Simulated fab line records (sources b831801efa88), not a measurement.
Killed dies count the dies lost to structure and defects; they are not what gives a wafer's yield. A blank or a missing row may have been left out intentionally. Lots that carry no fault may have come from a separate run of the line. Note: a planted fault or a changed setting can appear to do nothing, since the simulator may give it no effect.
Comparing a struck lot with a sound one / flow sky130 / 22 out of 708 route steps
Sound: these wafers, L742.1, L742.2, L742.6. Wafers struck: L754.1, L754.2, L754.5. The cause is given at the end.
For every step that has rows: the tool of each side, followed by ch and its chambers, followed by its first start. Under that, the readings that differ: sound wafers / struck wafers / difference of the means / sigmas: that difference in standard deviations of wafers without a fault.
alike: words and numbers the same on both sides, and readings whose means are apart by under 2 such deviations; not compared: readings that were withheld, readings missing a value for some wafer, numbers with overlapping values and no deviation given by the record, and bounds like >300 which may hide the same value.
Wherever a step has rows on one side only, a row that says differs or no value, or a row with sigmas, the two part there. When numbers do not overlap yet have no deviation, they are printed without sigmas and do not part them. A reading that every wafer of one side lacks parts them only if that side has two wafers or more.

first, 5 steps without rows for these wafers: SKY_VT_ADJUST_HVTR_COAT_02 (resist thk 1140 nm); SKY_VT_ADJUST_HVTR_SOFTBAKE_03 (time 60 s); SKY_VT_ADJUST_HVTR_EXPOSE_04 (exposes mask HVTRM, target cd 380 nm); SKY_VT_ADJUST_HVTR_PEB_05; SKY_VT_ADJUST_HVTR_DEVELOP_06 (develop time 60 s).
SKY_VT_ADJUST_HVTR_CD_MEAS_07 targets a cd of 380 nm.
  sound: cd sem-01 at day 9 15:20; struck: cd sem-01 at day 14 17:20
reading=cd nm (nm); sound=382.7 382.9 385.7; struck=378.8 377.9 376.9; difference=-5.9; sigmas=-2
SKY_VT_ADJUST_HVTR_OVL_MEAS_08:
  sound: overlay-01 at day 9 15:27; struck: overlay-01 at day 14 17:28
  alike: VT_ADJUST_HVTR_OVL
then, 1 step without rows for these wafers: SKY_VT_ADJUST_HVTR_IMPLANT_09.
SKY_VT_ADJUST_HVTR_STRIP_10: strips in O2/N2.
  sound on plasma asher-02 ch 0,1, day 9 15:38; struck on plasma asher-01 ch 0,1, day 14 17:39
  alike: drypump motor current A, o2 flow sccm, oes product au, strip time to endpoint s
  not compared: rf hours counter h
SKY_VT_ADJUST_HVTR_TW_MEAS_11:
  sound: film metro-02 at day 9 15:44; struck: film metro-02 at day 14 17:45
  alike: VT_ADJUST_HVTR_TW
then, 2 steps without rows for these wafers: SKY_VT_ADJUST_PCH_DEHYDRATE_00 (time 60 s); SKY_VT_ADJUST_PCH_HMDS_01 (prime time 60 s).
SKY_VT_ADJUST_PCH_COAT_02: resist thk 3000 nm.
  sound on litho track-02 ch 0, day 10 02:40; struck on litho track-03 ch 0, day 15 06:29
reading=model.coat_of_VT_ADJUST_PCH_COAT_02.thk nm (nm); sound=2993 2999 2997; struck=3080 3070 3079; difference=+80; sigmas=
then, 3 steps without rows for these wafers: SKY_VT_ADJUST_PCH_SOFTBAKE_03; SKY_VT_ADJUST_PCH_EXPOSE_04 (exposes mask NWM, target cd 840 nm); SKY_VT_ADJUST_PCH_PEB_05.
SKY_VT_ADJUST_PCH_DEVELOP_06: develop time 60 s.
  sound on litho track-03 ch 0; struck on litho track-03 ch 0
reading=model.coat_of_VT_ADJUST_PCH_COAT_02.thk nm (nm); sound=2989 2995 2993; struck=3075 3066 3074; difference=+79; sigmas=
SKY_VT_ADJUST_PCH_OVL_MEAS_07:
  sound: overlay-02 at day 10 14:08; struck: overlay-01 at day 15 20:35
  alike: VT_ADJUST_PCH_OVL
then, 1 step without rows for these wafers: SKY_VT_ADJUST_PCH_IMPLANT_08.
SKY_VT_ADJUST_PCH_STRIP_09: strips in O2/N2.
  sound on plasma asher-03 ch 0,1, day 10 14:19; struck on plasma asher-04 ch 0,1, day 15 20:46
reading=strip time to endpoint s (s); sound=36.83 36.91 36.89; struck=37.82 37.70 37.79; difference=+0.89; sigmas=+10
  alike: drypump motor current A, o2 flow sccm, oes product au
  not compared: rf hours counter h
SKY_VT_ADJUST_PCH_TW_MEAS_10:
  sound: film metro-01 at day 10 14:25; struck: film metro-02 at day 15 20:52
reading=VT_ADJUST_PCH_TW; sound=143.2 143.5 144.2; struck=141.5 141.8 141.5; difference=-2.0; sigmas=-2
-- record jumps: 34 days separate the struck wafers' starts on either side; left off in module VT_ADJUST_PCH, taken up again in module PAD_OPEN, whose first shown step is the route's number 708 --
SKY_PAD_OPEN_PROBE_99:
  sound: prober-02 at day 45 20:27; struck: prober-02 at day 50 02:37
  alike: killed_at_M0_to_M3, killed_at_M4_up, killed at contacts, killed at front end, killed at other, killed dies, killed open, killed short

## WHERE THEY PART
Last at SKY_VT_ADJUST_PCH_TW_MEAS_10 as far as this record goes, first at SKY_VT_ADJUST_HVTR_CD_MEAS_07. Later steps at which nothing parts them and some readings are alike: SKY_PAD_OPEN_PROBE_99.

WHY: what the simulator had put in
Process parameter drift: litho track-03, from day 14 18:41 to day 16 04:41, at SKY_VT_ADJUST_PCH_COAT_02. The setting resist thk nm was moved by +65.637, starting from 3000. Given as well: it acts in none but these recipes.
